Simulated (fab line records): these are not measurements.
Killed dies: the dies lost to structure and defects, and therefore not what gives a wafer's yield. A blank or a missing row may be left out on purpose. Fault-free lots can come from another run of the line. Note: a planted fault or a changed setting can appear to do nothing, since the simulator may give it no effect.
Which of the tools did it? + flow gf180mcu + Sampling: 13 lots, 39 wafers, 4 of 602 route steps

## WHAT EACH GAUGE READ, for each wafer
GF_PSD_RS_MEAS_15: uses a four-point probe to measure.
| lot  | measured     | on            | PSD_RS (ohm/sq)      |
|------|--------------|---------------|----------------------|
| L610 | day 15 12:58 | film-metro-04 | 108.02 108.47 108.24 |
| L611 | day 16 02:52 | film-metro-03 | 108.70 108.39 108.49 |
| L612 | day 16 06:31 | film-metro-01 | 108.48 108.17 107.86 |
| L613 | day 16 19:58 | film-metro-03 | 108.71 108.60 108.67 |
| L614 | day 17 02:37 | film-metro-03 | 108.63 109.08 108.67 |
| L619 | day 18 22:52 | film-metro-01 | 108.71 108.63 108.42 |
| L620 | day 19 02:26 | film-metro-04 | 108.63 108.50 108.86 |
| L621 | day 19 16:40 | film-metro-03 | 108.48 108.77 108.53 |
| L625 | day 21 00:02 | film-metro-01 | 108.26 108.50 108.44 |
| L626 | day 21 04:22 | film-metro-04 | 108.29 108.44 108.55 |
| L627 | day 21 16:58 | film-metro-01 | 108.86 108.57 108.35 |
| L628 | day 22 01:40 | film-metro-03 | 108.39 108.62 108.49 |
| L629 | day 22 10:55 | film-metro-01 | 108.29 108.28 108.28 |

GF_SALICIDE_RS_MEAS_04: uses a four-point probe to measure.
| lot  | measured     | on            | SALICIDE_TIN_RS (ohm/sq)            |
|------|--------------|---------------|-------------------------------------|
| L610 | day 16 11:56 | film-metro-01 | 16.03 16.43 16.21                   |
| L611 | day 17 02:10 | film-metro-04 | 16.41 16.10 16.55                   |
| L612 | day 17 05:32 | film-metro-04 | 16.55 16.50 16.48                   |
| L613 | day 17 19:47 | film-metro-04 | 16.50 16.23 16.21                   |
| L614 | day 18 02:22 | film-metro-01 | 16.17 16.09 16.09                   |
| L619 | day 19 23:23 | film-metro-04 | 58.05 57.77 57.16 58.00 57.74 57.14 |
| L620 | day 20 02:36 | film-metro-01 | 57.84 58.37 57.69 57.98 58.24 57.79 |
| L621 | day 20 17:09 | film-metro-02 | 58.72 60.40 59.23 58.71 60.22 59.01 |
| L625 | day 21 23:29 | film-metro-04 | 16.08 16.09 16.18                   |
| L626 | day 22 04:14 | film-metro-04 | 15.92 16.04 15.83                   |
| L627 | day 22 17:13 | film-metro-04 | 16.45 16.11 16.42                   |
| L628 | day 23 01:05 | film-metro-01 | 16.38 16.44 16.16                   |
| L629 | day 23 10:17 | film-metro-02 | 16.68 16.62 16.53                   |

## WHAT TOOL EACH LOT RAN ON (gives the tool, then ch and the chambers of the sampled wafers, and finally the start)
| lot  | GF_SAB_STRIP_13                      | GF_SALICIDE_SPUTTER_02       |
|------|--------------------------------------|------------------------------|
| L610 | plasma-asher-01 ch 0,1, day 16 11:41 | pvd-sputter-02, day 16 11:53 |
| L611 | plasma-asher-03 ch 0,1, day 17 01:55 | pvd-sputter-03, day 17 02:04 |
| L612 | plasma-asher-04 ch 0,1, day 17 05:17 | pvd-sputter-01, day 17 05:29 |
| L613 | plasma-asher-01 ch 0,1, day 17 19:32 | pvd-sputter-01, day 17 19:41 |
| L614 | plasma-asher-03 ch 0,1, day 18 02:07 | pvd-sputter-02, day 18 02:18 |
| L619 | plasma-asher-03 ch 0,1, day 19 23:08 | pvd-sputter-01, day 19 23:20 |
| L620 | plasma-asher-03 ch 1, day 20 02:20   | pvd-sputter-02, day 20 02:32 |
| L621 | plasma-asher-01 ch 0,1, day 20 16:55 | pvd-sputter-03, day 20 17:06 |
| L625 | plasma-asher-01 ch 0,1, day 21 23:14 | pvd-sputter-01, day 21 23:23 |
| L626 | plasma-asher-01 ch 0, day 22 03:59   | pvd-sputter-03, day 22 04:11 |
| L627 | plasma-asher-01 ch 0,1, day 22 16:56 | pvd-sputter-02, day 22 17:10 |
| L628 | plasma-asher-01 ch 0,1, day 23 00:51 | pvd-sputter-02, day 23 01:02 |
| L629 | plasma-asher-04 ch 0,1, day 23 10:02 | pvd-sputter-01, day 23 10:14 |
- GF_SAB_STRIP_13: strips in O2/N2.
- GF_SALICIDE_SPUTTER_02: material Co, target thk 10 nm, time 20 s.

## AS READ BY THE TOOLS THEMSELVES (means over the sampled wafers that have a number; for cases with no such wafer, the mark the record gives instead)
GF_SAB_STRIP_13.
| lot  | tool            | drypump-motor-current-A (A) | heater-power-w (W) | oes-product-au (a.u.) | strip-time-to-endpoint-s (s) |
|------|-----------------|-----------------------------|--------------------|-----------------------|------------------------------|
| L610 | plasma-asher-01 | 5.3                         | 307                | 0.709                 | 12.58                        |
| L611 | plasma-asher-03 | 6.3                         | 290                | 0.711                 | 12.59                        |
| L612 | plasma-asher-04 | 6.0                         | 312                | 0.709                 | 12.59                        |
| L613 | plasma-asher-01 | 5.2                         | 330                | 0.710                 | 12.61                        |
| L614 | plasma-asher-03 | 6.4                         | 327                | 0.710                 | 12.59                        |
| L619 | plasma-asher-03 | 6.4                         | 324                | 0.713                 | 12.60                        |
| L620 | plasma-asher-03 | 6.5                         | 363                | 0.707                 | 12.63                        |
| L621 | plasma-asher-01 | 5.2                         | 323                | 0.708                 | 12.59                        |
| L625 | plasma-asher-01 | 5.2                         | 333                | 0.708                 | 12.59                        |
| L626 | plasma-asher-01 | 5.5                         | 286                | 0.713                 | 12.65                        |
| L627 | plasma-asher-01 | 5.3                         | 308                | 0.713                 | 12.66                        |
| L628 | plasma-asher-01 | 5.2                         | 326                | 0.708                 | 12.55                        |
| L629 | plasma-asher-04 | 5.9                         | 310                | 0.710                 | 12.62                        |

GF_SALICIDE_SPUTTER_02.
| lot  | tool           | cathode-dc-power-W (W) | chamber-pressure-pa (Pa) | throttle-valve-pct (%) |
|------|----------------|------------------------|--------------------------|------------------------|
| L610 | pvd-sputter-02 | 1000.1                 | 0.3991                   | 30.7                   |
| L611 | pvd-sputter-03 | 1000.2                 | 0.3997                   | 30.9                   |
| L612 | pvd-sputter-01 | 1000.1                 | 0.3992                   | 29.4                   |
| L613 | pvd-sputter-01 | 1000.0                 | 0.4001                   | 29.4                   |
| L614 | pvd-sputter-02 | 1000.0                 | 0.4000                   | 30.5                   |
| L619 | pvd-sputter-01 | -                      | -                        | -                      |
| L620 | pvd-sputter-02 | -                      | -                        | -                      |
| L621 | pvd-sputter-03 | -                      | -                        | -                      |
| L625 | pvd-sputter-01 | 1000.1                 | 0.4001                   | 29.5                   |
| L626 | pvd-sputter-03 | 1000.2                 | 0.3996                   | 30.2                   |
| L627 | pvd-sputter-02 | 999.9                  | 0.3988                   | 30.7                   |
| L628 | pvd-sputter-02 | 1000.0                 | 0.3995                   | 30.5                   |
| L629 | pvd-sputter-01 | 1000.0                 | 0.3996                   | 29.9                   |

## THE ANSWER, worked out from the rows above alone
Rule: the usual values come from the lots themselves. The widest of any qualifying gaps counts: lots, ordered by their means at a reading, are off when they make up no more than a third of the lots, leave a main group of 4 or more, and stand apart from it by 3 or more times the standard deviation of that group's means. If all means in a main group match to the digits the tables above print for the reading, that group is not used. A lot without any number at a reading at which 4 lots or more have one is off too. All remaining lots with rows at the step are treated as sound. After the gauges, taken in route order, come the tools' own readings; for these a lot's mean is taken, as printed above. The first step at which some lot is off is used, and at that step the reading that is off furthest; a lot without a number counts as furthest.
Off: L619, L620, L621, at GF_SALICIDE_RS_MEAS_04 (SALICIDE_TIN_RS). For the main group the mean is 16.28 ohm/sq and the standard deviation 0.19.
If a tool, at a process step before that reading, ran all the lots that are off and no sound lot after the first of them, it fits. The gauges at GF_SALICIDE_RS_MEAS_04 aren't tried: what is off there is off at GF_SALICIDE_SPUTTER_02 too, on other tools, and a gauge's error can't cause that. Of those tried, none fits.

## WHAT THE SIMULATOR HAD INSERTED
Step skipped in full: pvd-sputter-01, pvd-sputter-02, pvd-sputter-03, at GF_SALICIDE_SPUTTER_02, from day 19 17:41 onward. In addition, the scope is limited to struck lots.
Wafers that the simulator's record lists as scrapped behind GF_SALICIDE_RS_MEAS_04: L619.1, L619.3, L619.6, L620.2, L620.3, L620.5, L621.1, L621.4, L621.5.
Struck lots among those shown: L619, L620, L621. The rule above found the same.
